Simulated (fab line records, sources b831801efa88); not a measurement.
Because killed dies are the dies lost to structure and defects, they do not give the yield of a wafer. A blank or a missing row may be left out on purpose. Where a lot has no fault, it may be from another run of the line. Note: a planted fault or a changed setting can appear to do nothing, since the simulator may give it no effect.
Chamber matching :: flow sky130 :: SKY_CONTACT_CMP_27 on cmp-01 has 4 sister chambers
The step polishes, stops on SiO2, t overpolish 15 s, target thk 0 nm. 8 wafers are shown with their chamber, then 9 later ones without.

## EACH WAFER AND ITS CHAMBER
wafer: L710.3
chamber: 2
motorCurrentA (A): 11.1
headPressurePsi (psi): 3.487

wafer: L710.6
chamber: 3
motorCurrentA (A): 12.6
headPressurePsi (psi): 3.495

wafer: L717.1
chamber: 0
motorCurrentA (A): 10.5
headPressurePsi (psi): 3.493

wafer: L717.3
chamber: 1
motorCurrentA (A): 9.7
headPressurePsi (psi): 3.501

wafer: L717.6
chamber: 0
motorCurrentA (A): 10.9
headPressurePsi (psi): 3.498

wafer: L719.3
chamber: 1
motorCurrentA (A): 9.8
headPressurePsi (psi): 3.511

wafer: L719.5
chamber: 3
motorCurrentA (A): 11.9
headPressurePsi (psi): 3.503

wafer: L719.6
chamber: 2
motorCurrentA (A): 11.0
headPressurePsi (psi): 3.493

## WAFERS WITHOUT THEIR CHAMBER
wafer: L720.2
motorCurrentA (A): 9.8
headPressurePsi (psi): 3.498

wafer: L720.3
motorCurrentA (A): 13.2
headPressurePsi (psi): 3.505

wafer: L720.5
motorCurrentA (A): 11.0
headPressurePsi (psi): 3.501

wafer: L721.2
motorCurrentA (A): 11.3
headPressurePsi (psi): 3.487

wafer: L721.3
motorCurrentA (A): 10.0
headPressurePsi (psi): 3.512

wafer: L721.6
motorCurrentA (A): 11.4
headPressurePsi (psi): 3.501

wafer: L725.1
motorCurrentA (A): 12.1
headPressurePsi (psi): 3.501

wafer: L725.5
motorCurrentA (A): 10.7
headPressurePsi (psi): 3.501

wafer: L725.6
motorCurrentA (A): 9.3
headPressurePsi (psi): 3.510

## EACH ONE'S CHAMBER
wafer: L720.2
from the rows above: can't be placed: 1 or 0
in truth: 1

wafer: L720.3
from the rows above: 3
in truth: 3

wafer: L720.5
from the rows above: can't be placed: 0 or 2
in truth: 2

wafer: L721.2
from the rows above: can't be placed: 2 or 0
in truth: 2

wafer: L721.3
from the rows above: 1
in truth: 1

wafer: L721.6
from the rows above: can't be placed: 2 or 0 or 3
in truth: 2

wafer: L725.1
from the rows above: 3
in truth: 3

wafer: L725.5
from the rows above: can't be placed: 0 or 2
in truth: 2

wafer: L725.6
from the rows above: 1
in truth: 1
4 of 9 placed correctly. Cannot be placed on the basis of these rows: 5; the candidates contain the true chamber in 5. Placed wrongly: 0.
How it was worked out, from the rows above alone: a wafer's distance from a chamber is the root of the sum, over the readings, of the square of ((its reading less the chamber's mean) divided by the reading's scatter). The wafer belongs to the nearest chamber; if the next one is less than 2 further off, it can't be placed. A chamber's mean is the mean of its shown wafers. The scatter: the root of (the sum of the squares of (reading less its chamber's mean) over the shown wafers, divided by (wafers less chambers)).
